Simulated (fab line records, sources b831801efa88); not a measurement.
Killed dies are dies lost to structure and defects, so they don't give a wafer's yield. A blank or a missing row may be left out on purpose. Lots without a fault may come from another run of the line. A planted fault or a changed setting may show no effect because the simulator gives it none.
Tool commonality check | flow gf180mcu | 14 lots, 51 wafers sampled

WHY IT WAS OPENED
At GF_VT_IMPLANT_TW_MEAS_21 the reading VT_IMPLANT_2_TW is flagged on 3 of 14 lots. Wafers without a fault read 1215, standard deviation 11.
Rule: a lot is flagged when every wafer of it that has a number lies more than 4 standard deviations from that mean, or none has a number. The other lots count as sound.

lot  | measured     | on            | VT_IMPLANT_2_TW, wafer by wafer | flag
L864 | day 6 06:37  | film_metro-02 | 1212 1211 1216                  |
L865 | day 6 13:17  | film_metro-01 | 1214 1217 1208                  |
L866 | day 6 18:33  | film_metro-04 | 1223 1222 1220                  |
L867 | day 7 00:44  | film_metro-01 | 1203 1203 1205                  |
L868 | day 7 07:22  | film_metro-01 | 1206 1205 1213                  |
L869 | day 7 13:38  | film_metro-04 | 1237 1231 1227                  |
L871 | day 8 02:31  | film_metro-01 | 1200 1199 1206                  |
L874 | day 8 19:55  | film_metro-01 | 1203 1201 1202                  |
L875 | day 9 04:46  | film_metro-04 | 1224 1223 1229                  |
L876 | day 9 09:58  | film_metro-04 | 1226 1227 1228                  |
L879 | day 10 05:23 | film_metro-01 | 815 818 824 821 819 816         | FLAGGED
L880 | day 10 11:55 | film_metro-04 | 1236 1230 1229                  |
L881 | day 10 19:59 | film_metro-01 | 812 812 811 810 810 812         | FLAGGED
L882 | day 10 22:59 | film_metro-04 | 829 828 827 824 826 829         | FLAGGED
The numbers of the flagged lots are 819 on average: -396 against the usual, or -36 standard deviations.

WHICH TOOL RAN EACH LOT
The record holds 1 process step before the reading, out of a route of 602 steps. In each cell: the tool, then ch and the chambers that the sampled wafers went through, then the start.
lot  | flag    | GF_VT_IMPLANT_IMPLANT_19
L864 |         | implanter-02 ch 0, day 6 06:22
L865 |         | implanter-03 ch 0, day 6 13:03
L866 |         | implanter-03 ch 0, day 6 18:17
L867 |         | implanter-04 ch 0, day 7 00:30
L868 |         | implanter-03 ch 0, day 7 07:07
L869 |         | implanter-03 ch 0, day 7 13:25
L871 |         | implanter-02 ch 0, day 8 02:16
L874 |         | implanter-03 ch 0, day 8 19:40
L875 |         | implanter-03 ch 0, day 9 04:31
L876 |         | implanter-02 ch 0, day 9 09:43
L879 | FLAGGED | implanter-02 ch 0, day 10 05:09
L880 |         | implanter-03 ch 0, day 10 11:40
L881 | FLAGGED | implanter-02 ch 0, day 10 19:46
L882 | FLAGGED | implanter-02 ch 0, day 10 22:46
What these steps do:
- GF_VT_IMPLANT_IMPLANT_19
- GF_VT_IMPLANT_TW_MEAS_21

FLAGGED OVER TOTAL, TOOL BY TOOL (the gauges that took the reading come last)
step                     | tool          | lots run | flagged | share of the flagged lots | sound lots run after its first flagged lot
GF_VT_IMPLANT_IMPLANT_19 | implanter-02  | 6        | 3       | all                       | 0
GF_VT_IMPLANT_IMPLANT_19 | implanter-03  | 7        | 0       | none                      | -
GF_VT_IMPLANT_IMPLANT_19 | implanter-04  | 1        | 0       | none                      | -
GF_VT_IMPLANT_TW_MEAS_21 | film_metro-01 | 7        | 2       | some                      | 0
GF_VT_IMPLANT_TW_MEAS_21 | film_metro-02 | 1        | 0       | none                      | -
GF_VT_IMPLANT_TW_MEAS_21 | film_metro-04 | 6        | 1       | some                      | 0

WHAT THE TABLE ALLOWS
1 row of the table ran every flagged lot: implanter-02 at GF_VT_IMPLANT_IMPLANT_19.
- implanter-02 at GF_VT_IMPLANT_IMPLANT_19: 3 of its 6 lots flagged. Its last sound lot is L876 (day 9 09:43), its first flagged lot L879 (day 10 05:09): a fault that began between those two fits. Its own readings lie more than 4 standard deviations out on every wafer of the flagged lots: dose_ions_cm2, faraday_current_uA.
One tool is left: implanter-02 at GF_VT_IMPLANT_IMPLANT_19.

WHAT THE SIMULATOR HAD PUT IN
Process parameter drift: implanter-02, from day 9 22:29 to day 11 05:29, at GF_VT_IMPLANT_IMPLANT_19. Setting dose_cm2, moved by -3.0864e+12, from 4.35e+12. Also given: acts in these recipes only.
Lots struck among those shown: L879, L881, L882. The rule above found the same.
